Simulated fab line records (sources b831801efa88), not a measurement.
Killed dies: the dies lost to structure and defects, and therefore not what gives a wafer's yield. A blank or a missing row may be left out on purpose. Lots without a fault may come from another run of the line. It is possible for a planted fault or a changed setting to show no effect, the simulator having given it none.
Comparing a struck lot with a sound one | flow sky130 | 26 out of 708 route steps
Sound: the wafers L621.1, L621.3, L621.6. Struck: wafer L640.4. (L640.2, L640.5 of the same lot were not struck and are left out.) The cause comes at the end.
At each step with rows: each side's tool, then ch and its chambers, then its first start. Under that, the readings that differ: sound wafers | struck wafers | difference of the means | sigmas: that difference in standard deviations of wafers without a fault.
alike: same words and numbers on both sides, and readings whose means sit less than 2 such deviations apart. not compared: any withheld reading, any reading some wafer has no value for, any bound like >300 that may hide the same value, and any number with overlapping values for which the record gives no deviation.
Wherever a step has rows on one side only, a row that says differs or no value, or a row with sigmas, the two part there. When numbers do not overlap yet have no deviation, they are printed without sigmas and do not part them. A reading missing from all wafers of one side parts the sides only when that side holds two or more wafers.

first, 8 steps without rows for these wafers: SKY_FIELD_ISO_DEHYDRATE_05 (time 60 s); SKY_FIELD_ISO_HMDS_06 (prime time 60 s); SKY_FIELD_ISO_COAT_07 (resist thk 60 nm); SKY_FIELD_ISO_COAT_08 (resist thk 450 nm); SKY_FIELD_ISO_SOFTBAKE_09 (time 90 s); SKY_FIELD_ISO_EXPOSE_10 (exposes mask FOM, target cd 150 nm); SKY_FIELD_ISO_PEB_11; SKY_FIELD_ISO_DEVELOP_12 (develop time 60 s).
SKY_FIELD_ISO_CD_MEAS_13 targets a cd of 150 nm.
  struck on cd_sem-01, day 6 17:41; sound on cd_sem-02, day 2 15:01
  alike: cd_nm
SKY_FIELD_ISO_ETCH_14: etches BARC in N2/H2, stops on SiO2, time 45.9 s, target depth 60 nm.
  sound on rie_diel-04 ch 0,1,3, day 2 15:08; struck on rie_diel-01 ch 2, day 6 17:47
  reading               | sound             | struck | difference | sigmas
  oes_product_au (a.u.) | 0.843 0.853 0.856 | 0.863  | +0.012     | +3
  alike: drypump_motor_current_A, throttle_valve_pct
  not compared: rf_hours_counter_h
SKY_FIELD_ISO_ETCH_15: etches the open film in CHF3/O2, stops on Si, target depth 180 nm, time 72 s.
  sound on rie_diel-04 ch 0,1,3, day 2 15:10; struck on rie_diel-01 ch 2, day 6 17:50
  alike: drypump_motor_current_A, oes_product_au, throttle_valve_pct
  not compared: rf_hours_counter_h
SKY_FIELD_ISO_STRIP_16: strips in O2/N2.
  sound on plasma_asher-01 ch 0,1, day 2 15:14; struck on plasma_asher-02 ch 1, day 6 17:53
  alike: drypump_motor_current_A, o2_flow_sccm, oes_product_au, strip_time_to_endpoint_s
  not compared: rf_hours_counter_h
SKY_FIELD_ISO_ETCH_17: etches Si in HBr/Cl2/O2, target depth 342 nm, time 97.7 s.
  sound on rie_si-01 ch 0,1,3, day 2 15:20; struck on rie_si-01 ch 0, day 6 17:59
  reading                                     | sound                | struck | difference | sigmas
  oes_product_au (a.u.)                       | 1.010 0.994 0.997    | 1.126  | +0.126     | +16
  throttle_valve_pct (%)                      | 25.666 25.663 25.657 | 25.568 | -0.094     | -9
  model.FIELD_ISO.feature_depth_nm (nm)       | 347.2 338.8 343.1    | 410.3  | +67.3      |
  model.etch.depth_nm (nm)                    | 347.1 338.8 343.1    | 410.3  | +67.3      |
  model.Si3N4_of_FIELD_ISO_CVD_03.thk_nm (nm) | 150.3 150.6 150.7    | 146.2  | -4.3       |
  alike: drypump_motor_current_A
  not compared: rf_hours_counter_h
then, 5 steps without rows for these wafers: SKY_FIELD_ISO_WET_ETCH_18 (etches Si3N4 in H3PO4, target depth 25 nm, time 286 s); SKY_FIELD_ISO_CLEAN_19 (cleans in SC1/SC2, time 150 s); SKY_FIELD_ISO_CLEAN_20 (cleans in dHF, time 20 s); SKY_FIELD_ISO_WET_ETCH_21 (etches SiO2 in dHF, target depth 20 nm, time 400 s); SKY_FIELD_ISO_OXIDATION_22 (stabilise 600 s, purge 300 s, target thk 10 nm).
SKY_FIELD_ISO_THK_MEAS_23:
  struck on film_metro-01, day 6 21:23; sound on film_metro-01, day 2 17:24
  alike: FIELD_ISO_OXIDATION_01_THK
then, 1 step without rows for these wafers: SKY_FIELD_ISO_CVD_24 (deposits SiO2, target thk 595 nm, time 99.2 s).
SKY_FIELD_ISO_THK_MEAS_25:
  struck on film_metro-04, day 6 21:31; sound on film_metro-01, day 2 17:32
  alike: FIELD_ISO_CVD_24_THK
then, 1 step without rows for these wafers: SKY_FIELD_ISO_ANNEAL_26 (time 1800 s).
SKY_FIELD_ISO_CMP_27: polishes, stops on Si3N4, t overpolish 16 s, target thk 457.8 nm.
  sound on cmp-02 ch 0,1,2, day 2 20:37; struck on cmp-01 ch 3, day 7 00:23
  alike: motor_current_A, overpolish_run_s, time_to_endpoint_s
SKY_FIELD_ISO_WET_ETCH_28: etches SiO2 in dHF, target depth 23.7 nm, time 47 s.
  sound on wet_bench-03 ch 2, day 2 20:49; struck on wet_bench-01 ch 1, day 7 00:41
  reading                                     | sound             | struck | difference | sigmas
  model.Si3N4_of_FIELD_ISO_CVD_03.thk_nm (nm) | 119.7 120.1 120.2 | 115.3  | -4.7       |
then, 1 step without rows for these wafers: SKY_FIELD_ISO_WET_ETCH_29 (etches Si3N4 in H3PO4, target depth 160 nm, time 1825 s).
-- a jump in the record: the struck wafers' starts before and after are 44 days apart (it breaks off in module FIELD_ISO and resumes in module PAD_OPEN, where the first step shown is number 708 of the route) --
SKY_PAD_OPEN_PROBE_99:
  struck on prober-02, day 50 16:59; sound on prober-01, day 46 02:23
  reading                                 | sound                         | struck    | difference | sigmas
  killed_at_other                         | 0 1 0                         | 2         | +2         | +3
  model.etest.res_p_drift_20v.line_ohm_um | 1.129e+04 1.072e+04 1.096e+04 | 2.438e+04 | +1.339e+04 |
  model.etest.res_p_drift_20v.rs_ohm_sq   | 9255 8949 9156                | 2.056e+04 | +1.144e+04 |
  model.etest.pfet_16v.r_on_ohm_um        | 1.564e+04 1.54e+04 1.543e+04  | 1.955e+04 | +4.060e+03 |
  model.etest.res_iso_pwell.rs_ohm_sq     | 3452 3249 3339                | 5286      | +1939      |
  model.etest.res_iso_pwell.line_ohm_um   | 1296 1215 1257                | 1999      | +743       |
  model.etest.nfet_16v.r_on_ohm_um        | 1.426e+04 1.436e+04 1.434e+04 | 1.486e+04 | +5.400e+02 |
  model.etest.res_nwell.line_ohm_um       | 1184 1161 1147                | 1619      | +455       |
  model.etest.res_nwell.rs_ohm_sq         | 986.8 965.7 972.2             | 1356      | +381       |
  alike: killed_at_M0_to_M3, killed_at_M4_up, killed_at_contacts, killed_at_front_end, killed_dies, killed_on_rim, killed_open, killed_short

## WHERE THEY PART
At SKY_FIELD_ISO_ETCH_14 first; at SKY_PAD_OPEN_PROBE_99 last (within this record only).

WHY: what the simulator had put in
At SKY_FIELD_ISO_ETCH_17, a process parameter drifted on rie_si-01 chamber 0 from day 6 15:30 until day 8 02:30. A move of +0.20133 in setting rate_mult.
